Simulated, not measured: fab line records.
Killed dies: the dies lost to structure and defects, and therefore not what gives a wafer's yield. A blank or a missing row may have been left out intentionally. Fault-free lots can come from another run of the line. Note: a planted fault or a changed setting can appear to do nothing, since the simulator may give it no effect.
fab line records -- flow sky130
record: lots: 4, wafers: 12, last-day: 50
route steps=708 shown GATE_OXIDE@192 POLY_GATE@204 RES_PROTECT@206 PAD_OPEN@708
lots that met no fault: from a run of the same line without faults
start-h: the number of hours between the record's first day and the start of the first shown wafer of the lot -- wait-h: time in hours since the lot's previous step -- " identical to the entry in the row above -- L1.1+2: a single row standing in for several wafers -- - no value present, or no start provided -- * or withheld: withheld -- < > ~ a bound
route shown NAME@n: a module of which the file shows steps, and the number in the route of the first -- usual: the fault-free wafers' mean and standard deviation -- same: alike in all rows -- chamber/n: place in a boat -- sites: each site's reading -- _std_site: standard deviation of those values -- _edge_site: inner sites' mean taken away from outer sites' mean -- radius-mm: how far each site lies from the wafer's centre -- mask NAME#n: copy n -- behind: the last tool/chamber to shape the wafer -- hold: cause of the lot's hold/its duration in hours/its outcome -- device: the transistor (n, p or np) that didn't switch -- end of line: the route-end tests of the same wafers -- where a step has no rows: the recipe by itself -- killed: count of dies lost to structure and defects at first sort (not the wafer's yield) -- map: the dies of a wafer, with x for killed, . for not killed, _ for no die there
set.NAME: the setting as run; set.NAME@STEP: as run at that earlier step -- model.NAME: the simulator's own value behind a step, which no gauge read
lots at selected steps of the route; one table per step, one row per wafer
services: the hour from which a tool's chamber was out of use, counted from the record's first day as start-h (under 0 if before that day), plus the number of hours and why
== steps ==
step: SKY_GATE_OXIDE_COAT_05
recipe: resist: NOVOLAK, spin-rpm: 3000, resist-thk-nm: 1140
step: SKY_GATE_OXIDE_SOFTBAKE_06
recipe: temp-c: 90, time-s: 60, resist: NOVOLAK
step: SKY_GATE_OXIDE_EXPOSE_07
recipe: mask-id: LVOM, na: 0.6, source-shape: conventional, sigma-outer: 0.6, polarization: unpolarized, target-cd-nm: 600, dose-mj: 170
step: SKY_GATE_OXIDE_PEB_08
recipe: temp-c: withheld, time-s: *, resist: NOVOLAK
step: SKY_GATE_OXIDE_DEVELOP_09
recipe: resist: NOVOLAK, developer: TMAH, develop-time-s: 60, dev-temp-c: 23
step: SKY_GATE_OXIDE_IMPLANT_11
recipe: species: B, energy-kev: 10, dose-cm2: 2.653e+12, tilt-deg: withheld
step: SKY_GATE_OXIDE_WET_ETCH_12
recipe: chemistry: dHF, target-depth-nm: 16.8, dry: n2-spin, target: SiO2, dilution: 100:1, temp-c: 25, time-s: 336
step: SKY_GATE_OXIDE_STRIP_13
recipe: chemistry: O2/N2, power-w: 1400, pressure-mtorr: 1500, platen-temp-c: withheld, o2-flow-sccm: 3000, n2-flow-sccm: 300, overash-fraction: 0.5
step: SKY_GATE_OXIDE_CLEAN_15
recipe: chemistry: SC1/SC2, mix: 1:4:20, temp-c: 70, time-s: 150, dry: n2-spin
step: SKY_GATE_OXIDE_OXIDATION_16
recipe: temp-c: 800, ambient: O2, idle-temp-c: 700, ramp-up-c-per-min: 10, ramp-down-c-per-min: 3, stabilise-s: 600, purge-s: 300, target-thk-a: 35.7, ox-time-s: 1915
step: SKY_POLY_GATE_CVD_00
recipe: material: poly-Si, target-thk-nm: 180, temp-c: 620, time-s: 720, pressure-mtorr: 200
usual: spike-tc-centre-C: 620.8/1.4, spike-tc-lower-C: 621.2/1.1, spike-tc-upper-C: 620.1/0.85, zone-power-centre-pct: 8.3/0.79, zone-power-lower-pct: 9.24/0.26, zone-power-upper-pct: 7.9/0.62
lot.wafer,tool,chamber,start-h,wait-h,spike-tc-centre-C,spike-tc-lower-C,spike-tc-upper-C,zone-power-centre-pct,zone-power-lower-pct,zone-power-upper-pct,model.poly-Si_of_POLY_GATE_CVD_00.thk-nm
L393.2,lpcvd-01,1,378.96,0.0,596.7,624.5,623.1,5.2,10.99,10.6,144.2
L393.3,lpcvd-01,1,378.96,0.0,596.3,624.3,622.9,5.3,10.92,10.9,141.9
L393.4,lpcvd-01,1,378.96,0.0,597.4,624.7,623.7,5.3,11.06,10.5,141
L394.2,lpcvd-01,0,399.31,0.0,596.1,623.4,622.7,4.5,11.46,9.1,169.4
L394.5,lpcvd-01,0,399.31,0.0,597.4,624.7,621.7,4.3,11.65,8.9,153.9
L394.6,lpcvd-01,0,399.31,0.0,596.7,622.6,623.4,4.3,11.54,9.1,149.9
L407.1,lpcvd-01,0,487.35,0.0,619.7,623.2,618.9,7.7,9.50,7.4,177.5
L407.3,lpcvd-01,0,487.35,0.0,620.6,619.2,620.5,7.6,9.29,7.3,178.6
L407.6,lpcvd-01,0,487.35,0.0,620.3,620.9,620.1,7.7,9.39,7.4,180.5
L408.4,lpcvd-01,1,504.09,0.0,621.5,622.3,619.4,9.1,8.90,8.7,178.4
L408.5,lpcvd-01,1,504.09,0.0,621.7,622.5,619.9,9.2,9.00,8.7,181.4
L408.6,lpcvd-01,1,504.09,0.0,620.5,621.6,619.4,9.2,9.08,8.4,180.2
step: SKY_POLY_GATE_THK_MEAS_01
recipe: reads: poly-Si_of_POLY_GATE_CVD_00
usual: POLY_GATE_CVD_00_THK: 179.6/1.7
lot.wafer,tool,chamber,start-h,wait-h,POLY_GATE_CVD_00_THK[nm]
L393.2,film-metro-04,-,380.17,0.0,144.0
L393.3,film-metro-04,-,380.17,0.0,141.9
L393.4,film-metro-04,-,380.17,0.0,141.0
L394.2,film-metro-02,-,400.52,0.0,169.2
L394.5,film-metro-02,-,400.52,0.0,154.0
L394.6,film-metro-02,-,400.52,0.0,150.0
L407.1,film-metro-04,-,488.55,0.0,177.4
L407.3,film-metro-04,-,488.55,0.0,178.5
L407.6,film-metro-04,-,488.55,0.0,180.6
L408.4,film-metro-02,-,505.92,0.0,178.3
L408.5,film-metro-02,-,505.92,0.0,181.4
L408.6,film-metro-02,-,505.92,0.0,180.3
step: SKY_RES_PROTECT_DEHYDRATE_00
recipe: temp-c: 200, time-s: 60
step: SKY_RES_PROTECT_HMDS_01
recipe: prime-time-s: 60, prime-temp-c: 120
step: SKY_RES_PROTECT_COAT_02
recipe: resist: NOVOLAK, spin-rpm: 3000, resist-thk-nm: 1140
step: SKY_RES_PROTECT_SOFTBAKE_03
recipe: temp-c: 90, time-s: 60, resist: NOVOLAK
step: SKY_RES_PROTECT_EXPOSE_04
recipe: mask-id: RPM, na: 0.6, source-shape: conventional, sigma-outer: 0.6, polarization: unpolarized, target-cd-nm: 1270, dose-mj: 131
step: SKY_RES_PROTECT_PEB_05
recipe: temp-c: withheld, time-s: *, resist: NOVOLAK
step: SKY_RES_PROTECT_DEVELOP_06
recipe: resist: NOVOLAK, developer: TMAH, develop-time-s: 60, dev-temp-c: 23
step: SKY_POLY_GATE_IMPLANT_02
recipe: species: P, energy-kev: 30, dose-cm2: 7.7e+15, tilt-deg: 0
step: SKY_RES_PROTECT_STRIP_07
recipe: chemistry: O2/N2, power-w: 1400, pressure-mtorr: 1500, platen-temp-c: withheld, o2-flow-sccm: 3000, n2-flow-sccm: 300, overash-fraction: 0.5
step: SKY_RES_PROTECT_CLEAN_09
recipe: chemistry: SC1/SC2, mix: 1:4:20, temp-c: 70, time-s: 150, dry: n2-spin
lot.wafer,tool,chamber,start-h,wait-h,model.poly-Si_of_POLY_GATE_CVD_00.thk-nm
L393.2,wet-bench-02,2,408.86,0.0,143.5
L393.3,wet-bench-02,2,408.86,0.0,141.2
L393.4,wet-bench-02,2,408.86,0.0,140.4
L394.2,wet-bench-01,0,430.73,0.0,168.8
L394.5,wet-bench-01,0,430.73,0.0,153.3
L394.6,wet-bench-01,0,430.73,0.0,149.3
L407.1,wet-bench-01,1,518.96,0.1,176.8
L407.3,wet-bench-01,1,518.96,0.1,178
L407.6,wet-bench-01,1,518.96,0.1,179.9
L408.4,wet-bench-04,1,536.11,0.0,177.7
L408.5,wet-bench-04,1,536.11,0.0,180.8
L408.6,wet-bench-04,1,536.11,0.0,179.6
step: SKY_POLY_GATE_CVD_03
recipe: material: Si3N4, precursor: DCS/NH3, target-thk-nm: 75, temp-c: 770, time-s: 1290, pressure-mtorr: 258.4
step: SKY_POLY_GATE_DEHYDRATE_05
recipe: temp-c: 200, time-s: 60
step: SKY_POLY_GATE_HMDS_06
recipe: prime-time-s: 60, prime-temp-c: 120
step: SKY_POLY_GATE_COAT_07
recipe: resist: BARC, temp-c: withheld, time-s: withheld, spin-rpm: 3000, resist-thk-nm: 110
step: SKY_POLY_GATE_COAT_08
recipe: resist: KrF-thick, spin-rpm: 3000, resist-thk-nm: 450
step: SKY_POLY_GATE_SOFTBAKE_09
recipe: temp-c: 100, time-s: 90, resist: KrF-thick
step: SKY_POLY_GATE_EXPOSE_10
recipe: mask-id: P1M, na: 0.68, source-shape: conventional, sigma-outer: 0.6, target-cd-nm: 150, dose-mj: 28
step: SKY_POLY_GATE_PEB_11
recipe: peb-temp-c: withheld, peb-time-s: withheld, resist: KrF-thick
step: SKY_POLY_GATE_DEVELOP_12
recipe: develop-time-s: 60, resist: KrF-thick, dev-temp-c: 21
step: SKY_POLY_GATE_ETCH_15
recipe: chemistry: N2/H2, target: BARC, ion-energy-ev: 200, source-w: 500, bias-w: 100, pressure-mtorr: 30, n2-flow-sccm: 100, h2-flow-sccm: 200, stop-on: SiO2, time-s: 118.5, target-depth-a: 1100
step: SKY_POLY_GATE_ETCH_16
recipe: stop-on: poly-Si, chemistry: CH3F/O2, target: Si3N4, source-w: 400, bias-w: 80, pressure-mtorr: 25, ch3f-flow-sccm: 40, O2_flow_sccm: 30, time-s: 144.9, target-depth-a: 750
step: SKY_POLY_GATE_ETCH_17
recipe: target-depth-nm: 180, stop-on: SiO2, over-etch-frac: 0.56667, chemistry: HBr/Cl2, target: poly-Si, icp-w: 400, bias-w: 100, pressure-mtorr: 10, HBr_flow_sccm: 150, Cl2_flow_sccm: 50, time-s: 70.5
usual: drypump-motor-current-A: 5.7/0.44, oes-product-au: 0.980/0.011, throttle-valve-pct: 33.684/0.0089
lot.wafer,tool,chamber,start-h,wait-h,drypump-motor-current-A,oes-product-au,rf-hours-counter-h,throttle-valve-pct,model.etch.depth-nm,model.POLY_GATE.feature-depth-nm
L393.2,rie-si-02,0,441.68,0.1,5.8,0.851,5,33.683,143.5,143.5
L393.3,rie-si-02,1,441.68,0.1,6.2,0.845,2,33.683,141.2,141.2
L393.4,rie-si-02,3,441.68,0.1,5.8,0.836,7,33.697,140.4,140.4
L394.2,rie-si-01,2,464.44,0.1,5.1,0.956,4,33.692,168.8,168.8
L394.5,rie-si-01,3,464.44,0.1,5.3,0.890,-,33.682,153.3,153.3
L394.6,rie-si-01,0,464.44,0.1,6.4,0.876,-,33.692,149.3,149.3
L407.1,rie-si-02,3,550.79,0.1,5.8,0.974,7,33.694,175.1,175.1
L407.3,rie-si-02,2,550.79,0.1,5.4,0.971,1,33.691,176.2,176.2
L407.6,rie-si-02,1,550.79,0.1,6.2,0.971,-,33.680,170.7,170.7
L408.4,rie-si-01,2,566.97,0.1,5.0,0.986,4,33.692,177.7,177.7
L408.5,rie-si-01,0,566.97,0.1,6.5,0.990,-,33.700,180.8,180.8
L408.6,rie-si-01,1,566.97,0.1,5.5,0.994,-,33.683,179.5,179.5
step: SKY_POLY_GATE_STRIP_18
recipe: chemistry: O2/N2, power-w: 1400, pressure-mtorr: 1500, platen-temp-c: withheld, o2-flow-sccm: 3000, n2-flow-sccm: 300, overash-fraction: 0.5
step: SKY_PAD_OPEN_PROBE_99
usual: killed_at_M0_to_M3: 42/7.1, killed_at_M4_up: 3.0/1.7, killed-at-contacts: 25/5, killed-at-front-end: 16/4.4, killed-at-other: 0.5/1.4, killed-dies: 87/9.2, killed-open: 47/6.2, killed-short: 39/6.6
same: gross-dies: 492, killed-at-back-side: 0
lot.wafer,tool,chamber,start-h,wait-h,killed_at_M0_to_M3,killed_at_M4_up,killed-at-contacts,killed-at-front-end,killed-at-other,killed-dies,killed-open,killed-short,model.etest.res-high-po.line-ohm-um,model.etest.res-poly.line-ohm-um,model.etest.res-high-po.rs-ohm-sq,model.etest.res-poly.rs-ohm-sq,model.etest.cap-li-to-poly.c-af-um2
L393.2,prober-01,-,1121.14,0.1,38,3,27,14,0,82,42,39,898.6,619.7,318.7,59.38,87.17
L393.3,prober-01,-,1121.19,0.2,39,4,27,22,2,94,52,40,903.8,602.6,322.2,60.09,89.65
L393.4,prober-01,-,1121.24,0.2,36,2,28,20,1,87,50,36,934.3,643.4,328.9,61.04,88.91
L394.2,prober-02,-,1136.35,0.1,38,4,27,21,1,91,52,38,769.4,519,272.6,50.36,93.35
L394.5,prober-02,-,1136.50,0.2,52,2,19,15,0,88,35,53,837.3,577.3,289.8,55.05,93.64
L394.6,prober-02,-,1136.55,0.2,47,3,27,13,0,90,42,48,877.4,627.4,302.5,56.68,89.77
L407.1,prober-02,-,1188.30,0.1,36,3,30,9,0,78,45,33,766.8,525.2,267.8,49.38,102.3
L407.3,prober-02,-,1188.40,0.2,40,2,35,14,1,92,49,42,772.8,528.3,270.9,49.88,99.67
L407.6,prober-02,-,1188.55,0.2,41,1,25,22,0,89,50,36,783.6,523,269.1,49.87,98.49
L408.4,prober-01,-,1194.95,0.2,30,2,31,14,0,77,40,37,747,495.6,260.1,47.59,94.52
L408.5,prober-01,-,1195.00,0.2,47,4,28,19,0,98,53,45,741.3,497.5,260.9,47.93,101.8
L408.6,prober-01,-,1195.05,0.2,41,2,25,17,0,85,47,38,745.7,509,259.2,47.7,97.98
killed by level:class
L393.2 CONTACT:geometric-particle:open=13 VIA1:geometric-particle:open=7 POLY_GATE:geometric-particle:open=5 VIA1:geometric-particle:short=5 METAL2:geometric-particle:short=5 VIA2:geometric-particle:open=5 POLY_GATE:geometric-particle:short=4 METAL3:geometric-particle:short=4
L393.3 CONTACT:geometric-particle:open=10 VIA1:geometric-particle:open=8 METAL2:geometric-particle:short=8 FIELD_ISO:geometric-particle:open=7 LI_CONTACT:geometric-particle:open=7 FIELD_ISO:geometric-particle:short=5 LOCAL_INTERCONNECT:geometric-particle:short=5 METAL3:geometric-particle:short=5
L393.4 CONTACT:geometric-particle:open=12 VIA1:geometric-particle:open=9 LI_CONTACT:geometric-particle:open=7 FIELD_ISO:geometric-particle:open=6 POLY_GATE:geometric-particle:short=6 VIA2:geometric-particle:short=5 LOCAL_INTERCONNECT:geometric-particle:short=5 VIA1:geometric-particle:short=5
L394.2 CONTACT:geometric-particle:open=11 VIA1:geometric-particle:open=9 LI_CONTACT:geometric-particle:open=7 FIELD_ISO:geometric-particle:open=6 METAL2:geometric-particle:short=6 METAL1:geometric-particle:short=6 VIA3:geometric-particle:open=6 POLY_GATE:geometric-particle:short=5
L394.5 VIA1:geometric-particle:open=10 METAL2:geometric-particle:short=8 METAL1:geometric-particle:short=7 VIA2:geometric-particle:open=7 VIA1:geometric-particle:short=6 FIELD_ISO:geometric-particle:open=5 CONTACT:geometric-particle:short=5 LOCAL_INTERCONNECT:geometric-particle:short=5
L394.6 VIA1:geometric-particle:open=9 CONTACT:geometric-particle:short=8 METAL2:geometric-particle:short=8 VIA2:geometric-particle:open=7 CONTACT:geometric-particle:open=6 VIA3:geometric-particle:open=6 FIELD_ISO:geometric-particle:short=5 POLY_GATE:geometric-particle:open=5
L407.1 CONTACT:geometric-particle:open=12 VIA1:geometric-particle:open=10 LI_CONTACT:geometric-particle:open=9 METAL2:geometric-particle:short=7 VIA2:geometric-particle:open=7 METAL1:geometric-particle:short=6 FIELD_ISO:geometric-particle:short=4 CONTACT:geometric-particle:short=4
L407.3 CONTACT:geometric-particle:open=12 LI_CONTACT:geometric-particle:open=9 VIA1:geometric-particle:open=8 METAL2:geometric-particle:short=8 LI_CONTACT:geometric-particle:short=6 FIELD_ISO:geometric-particle:short=4 CONTACT:geometric-particle:short=4 VIA1:geometric-particle:short=4
L407.6 LI_CONTACT:geometric-particle:open=10 VIA1:geometric-particle:short=8 CONTACT:geometric-particle:open=7 VIA1:geometric-particle:open=7 VIA2:geometric-particle:open=7 POLY_GATE:geometric-particle:open=5 POLY_GATE:geometric-particle:short=5 CONTACT:geometric-particle:short=5
L408.4 CONTACT:geometric-particle:short=9 CONTACT:geometric-particle:open=8 LI_CONTACT:geometric-particle:open=7 VIA1:geometric-particle:open=7 VIA3:geometric-particle:open=6 LOCAL_INTERCONNECT:geometric-particle:short=5 METAL1:geometric-particle:short=5 FIELD_ISO:geometric-particle:short=4
L408.5 VIA1:geometric-particle:open=16 CONTACT:geometric-particle:short=9 LI_CONTACT:geometric-particle:open=7 CONTACT:geometric-particle:open=7 METAL1:geometric-particle:short=7 VIA3:geometric-particle:open=7 FIELD_ISO:geometric-particle:open=5 VIA1:geometric-particle:short=5
L408.6 CONTACT:geometric-particle:open=11 FIELD_ISO:geometric-particle:open=9 CONTACT:geometric-particle:short=8 VIA2:geometric-particle:open=8 VIA1:geometric-particle:open=7 METAL1:geometric-particle:short=6 VIA3:geometric-particle:open=5 VIA1:geometric-particle:short=4
== services ==
tool,chamber,start-h,hours,kind
rie-si-01,0,362.30,3.7,repair
rie-si-01,2,363.92,5.6,repair
wet-bench-01,-,402.33,1.9,repair
rie-si-02,2,454.22,6.3,repair
rie-si-02,0,468.01,15.4,repair
rie-si-02,-,492.30,0.7,repair
lpcvd-01,-,492.69,2.8,pm
wet-bench-02,-,493.59,1.9,pm
lpcvd-01,-,525.30,0.2,repair
rie-si-01,3,545.56,8.0,repair
== key ==
first-sign: step: SKY_POLY_GATE_CVD_00, reading: spike-tc-centre-C, direction: down, sigmas: 17, usual: 620.8, struck: 596.8
effect: step: SKY_POLY_GATE_CVD_00, reading: zone-power-lower-pct, direction: up, sigmas: 7.9, usual: 9.24, struck: 11.27
effect: step: SKY_POLY_GATE_THK_MEAS_01, reading: POLY_GATE_CVD_00_THK, direction: down, sigmas: 17, usual: 179.6, struck: 150.0
effect: step: SKY_POLY_GATE_ETCH_17, reading: oes-product-au, direction: down, sigmas: 9.6, usual: 0.980, struck: 0.876
model-effect: step: SKY_POLY_GATE_CVD_00, value: poly-Si_of_POLY_GATE_CVD_00.thk-nm, without: 178.3, struck: 150
model-effect: step: SKY_RES_PROTECT_CLEAN_09, value: poly-Si_of_POLY_GATE_CVD_00.thk-nm, without: 177.7, struck: 149.4
model-effect: step: SKY_POLY_GATE_ETCH_17, value: etch.depth-nm, without: 174.8, struck: 149.4
model-effect: step: SKY_PAD_OPEN_PROBE_99, value: etest.res-high-po.line-ohm-um, without: 741, struck: 870.1
met-at SKY_POLY_GATE_CVD_00
struck-wafers L393.2,L393.3,L393.4,L394.2,L394.5,L394.6
tester-left-out L393,L394
fault: kind: process-parameter-drift, tool: lpcvd-01, chamber: -, onset-h: 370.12, steps: SKY_POLY_GATE_CVD_00, channel: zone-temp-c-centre, offset: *, shape: step, end-h: 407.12
tester-left-out: of these lots the tester's yield and bins aren't shown, on N5 and GAA mostly nor the transistor test; their killed dies are dies lost to structure and defects alone, not to doping, threshold or leakage, so they don't give the yield
